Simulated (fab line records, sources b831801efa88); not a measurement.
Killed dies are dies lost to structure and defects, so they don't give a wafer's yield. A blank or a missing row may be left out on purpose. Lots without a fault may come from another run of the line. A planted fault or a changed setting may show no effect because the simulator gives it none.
A struck lot beside a sound one | flow sky130 | 38 steps out of a route of 708
Sound: wafers L626.1, L626.4, L626.5. Struck: wafers L614.3, L614.4, L614.6. The cause comes at the end.
At each step with rows: each side's tool, then ch and its chambers, then its first start. Under that, the readings that differ: sound wafers | struck wafers | difference of the means | sigmas: that difference in standard deviations of wafers without a fault.
alike: readings whose means differ by less than 2 such deviations, and words and numbers that are the same on both sides. not compared: withheld readings, readings that some wafer has no value for, bounds like >300 that may hide the same value, and numbers for which the record gives no deviation and whose values overlap.
The two part at a step that has a row with sigmas, a row that says differs or no value, or rows on one side only. Numbers that don't overlap but have no deviation are shown without sigmas and don't part them. A reading that every wafer of one side lacks parts them only if that side has two wafers or more.

first, 9 steps without rows for these wafers: SKY_VIA2_SPUTTER_20 (material TiN, target thk 20 nm, time 80 s); SKY_VIA2_CVD_21 (deposits W, target thk 420 nm, time 126.4 s); SKY_VIA2_CMP_24 (polishes, stops on SiO2, t overpolish 20 s, target thk 0 nm); SKY_METAL3_SPUTTER_00 (material Ti, target thk 15 nm, time 10 s); SKY_METAL3_SPUTTER_01 (material TiN, target thk 20 nm, time 16.7 s); SKY_METAL3_SPUTTER_02 (material AlCu, target thk 735 nm, time 39.1 s); SKY_METAL3_SPUTTER_03 (material Ti, target thk 5 nm, time 3.3 s); SKY_METAL3_SPUTTER_04 (material TiN, target thk 70 nm, time 58.3 s); SKY_CAPM_CVD_00 (deposits SiO2, target thk 15.5 nm).
SKY_CAPM_SPUTTER_02: material TiN, target thk 200 nm, time 171.6 s.
  sound on pvd_sputter-01, day 44 07:23; struck on pvd_sputter-04, day 41 07:10
  reading                                  | sound                | struck               | difference | sigmas
  cathode_dc_power_W (W)                   | 6500.6 6498.9 6500.5 | 6088.5 6085.5 6087.9 | -412.7     | -99 or more
  model.TiN_of_CAPM_SPUTTER_02.thk_nm (nm) | 205.7 208.5 206.4    | 194.4 193.9 197.8    | -11.5      |
  alike: substrate_temp_c, throttle_valve_pct
SKY_CAPM_RS_MEAS_03: measures by four-point-probe.
  sound on film_metro-04, day 44 07:30; struck on film_metro-03, day 41 07:26
  reading              | sound          | struck         | difference | sigmas
  CAPM_TIN_RS (ohm/sq) | 6.72 6.63 6.71 | 7.10 7.12 6.97 | +0.38      | +4
SKY_CAPM_THK_MEAS_04: measures by xrf.
  sound on film_metro-04, day 44 07:37; struck on film_metro-03, day 41 07:32
  reading           | sound       | struck      | difference | sigmas
  CAPM_TIN_THK (nm) | 207 210 208 | 197 196 200 | -11        | -4
then, 7 steps without rows for these wafers: SKY_CAPM_DEHYDRATE_05 (time 60 s); SKY_CAPM_HMDS_06 (prime time 60 s); SKY_CAPM_COAT_07 (resist thk 1140 nm); SKY_CAPM_SOFTBAKE_08 (time 60 s); SKY_CAPM_EXPOSE_09 (exposes mask CAPM, target cd 1000 nm); SKY_CAPM_PEB_10; SKY_CAPM_DEVELOP_11 (develop time 60 s).
SKY_CAPM_METAL_ETCH_13: etches TiN in Cl2/BCl3, stops on SiO2, target depth 220 nm, time 62.9 s.
  sound on rie_metal-02 ch 0,1, day 45 06:46; struck on rie_metal-01 ch 0,1, day 42 08:00
  reading               | sound             | struck            | difference | sigmas
  oes_product_au (a.u.) | 0.958 0.959 0.963 | 0.934 0.925 0.935 | -0.029     | -3
  alike: bcl3_flow_sccm, chamber_pressure_mTorr, drypump_motor_current_A, throttle_valve_pct
  not compared: rf_hours_counter_h
then, 16 steps without rows for these wafers: SKY_CAPM_STRIP_14 (strips in O2/N2); SKY_CAPM_STRIP_15 (strips in post etch residue remover, time 1200 s); SKY_CAPM_CLEAN_16 (cleans in IPA, time 180 s); SKY_CAPM_CLEAN_17 (cleans in O3/DIW); SKY_METAL3_DEHYDRATE_05 (time 60 s); SKY_METAL3_HMDS_06 (prime time 60 s); SKY_METAL3_COAT_07 (resist thk 60 nm); SKY_METAL3_COAT_08 (resist thk 1140 nm); SKY_METAL3_SOFTBAKE_09 (time 90 s); SKY_METAL3_EXPOSE_10 (exposes mask MM3, target cd 300 nm); SKY_METAL3_PEB_11; SKY_METAL3_DEVELOP_12 (develop time 60 s); SKY_METAL3_DESCUM_15 (chemistry O2, time 8 s); SKY_METAL3_ETCH_16 (etches BARC in N2/H2, stops on SiO2, time 88.2 s, target depth 60 nm); SKY_METAL3_ETCH_17 (etches SiO2 in C4F8/O2/Ar, stops on TiN, time 3.9 s, target depth 15 nm); SKY_METAL3_METAL_ETCH_18 (etches the open film in Cl2/BCl3, stops on SiO2, target depth 845 nm, time 183.1 s).
SKY_METAL3_STRIP_20: strips in post etch residue remover, time 1200 s.
  sound on wet_bench-04 ch 0, day 46 05:53; struck on wet_bench-02 ch 0, day 43 09:13
  reading                                  | sound             | struck            | difference | sigmas
  model.TiN_of_CAPM_SPUTTER_02.thk_nm (nm) | 204.9 207.6 205.5 | 193.6 193.1 196.9 | -11.5      |
-- the record jumps here: 7 days lie between the struck wafers' starts before and after (it left off in module METAL3 and takes up again in module PAD_OPEN, whose first step shown is number 708 of the route) --
SKY_PAD_OPEN_PROBE_99:
  sound on prober-02, day 52 00:50; struck on prober-02, day 50 01:55
  reading                          | sound             | struck            | difference | sigmas
  model.etest.cap_mim.plate_ohm_sq | 5.849 5.748 5.815 | 6.094 6.231 6.024 | +0.312     |
  alike: defect_limited_yield, killed_at_M0_to_M3, killed_at_M4_up, killed_at_contacts, killed_at_front_end, killed_at_other, killed_dies, killed_on_rim, killed_open, killed_short, sort_bin_3_pad_short, sort_bin_5_function, sort_bin_6_memory, sort_n_pass, sort_yield_pct

WHERE THEY PART
First at SKY_CAPM_SPUTTER_02; last, within this record, at SKY_CAPM_METAL_ETCH_13. Later steps at which nothing parts them and some readings are alike: SKY_PAD_OPEN_PROBE_99.

WHY: what the simulator had put in
Process parameter drift: pvd_sputter-04, from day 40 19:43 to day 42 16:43, at SKY_CAPM_SPUTTER_02. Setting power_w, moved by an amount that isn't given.
